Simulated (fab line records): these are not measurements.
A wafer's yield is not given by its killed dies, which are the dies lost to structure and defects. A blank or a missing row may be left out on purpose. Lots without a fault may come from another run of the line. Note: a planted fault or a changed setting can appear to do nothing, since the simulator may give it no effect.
Matching of chambers    flow gf180mcu    pecvd-01 running GF_V2_CVD_02: 3 sister chambers
The step deposits SiO2 from TEOS, target thk 850 nm, time 94.851 s. 24 wafers are shown with their chamber, then 12 later ones without.

## WAFERS PAIRED WITH THEIR CHAMBERS
wafer   chamber  heater power w (W)
L076.1  1        653
L076.3  0        611
L076.6  0        651
L078.1  2        667
L078.2  1        715
L078.3  0        652
L079.3  0        707
L079.4  1        650
L079.5  2        785
L085.4  1        705
L085.5  2        601
L085.6  0        654
L087.4  2        703
L087.5  1        686
L087.6  0        650
L088.1  0        589
L088.2  2        726
L088.5  2        756
L092.1  2        732
L092.3  1        663
L092.4  2        792
L094.1  2        751
L094.2  0        653
L094.3  1        669

SIGNATURES (means of the wafers above)
reading         chamber 0  chamber 1  chamber 2  scatter within a chamber
heater power w  645.88     677.29     723.67     44.3
Rule: distance of a wafer from a chamber = root of the sum over the readings of ((wafer's reading minus chamber's mean) / reading's scatter) squared. The wafer belongs to the nearest chamber; if the next one is less than 2 further off, it can't be placed. The scatter is the square root of a quotient: the sum, over the shown wafers, of each reading's squared deviation from its chamber's mean, divided by wafers minus chambers.

## WAFERS WHOSE CHAMBER IS MISSING
wafer   heater power w (W)
L094.4  765
L094.5  693
L094.6  683
L095.3  626
L095.4  615
L095.6  661
L096.2  655
L096.4  706
L096.6  700
L097.3  707
L097.5  551
L097.6  560

## CHAMBER TAKEN BY EACH
wafer   from the rows above           in truth
L094.4  can't be placed: 2 or 1 or 0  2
L094.5  can't be placed: 1 or 2 or 0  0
L094.6  can't be placed: 1 or 0 or 2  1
L095.3  can't be placed: 0 or 1 or 2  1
L095.4  can't be placed: 0 or 1 or 2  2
L095.6  can't be placed: 0 or 1 or 2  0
L096.2  can't be placed: 0 or 1 or 2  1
L096.4  can't be placed: 2 or 1 or 0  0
L096.6  can't be placed: 1 or 2 or 0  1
L097.3  can't be placed: 2 or 1 or 0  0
L097.5  can't be placed: 0 or 1 or 2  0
L097.6  can't be placed: 0 or 1 or 2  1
Placed correctly: 0 of 12. Not placeable from these rows: 12 (in 12, the candidates include the true chamber). Number placed wrongly: 0.
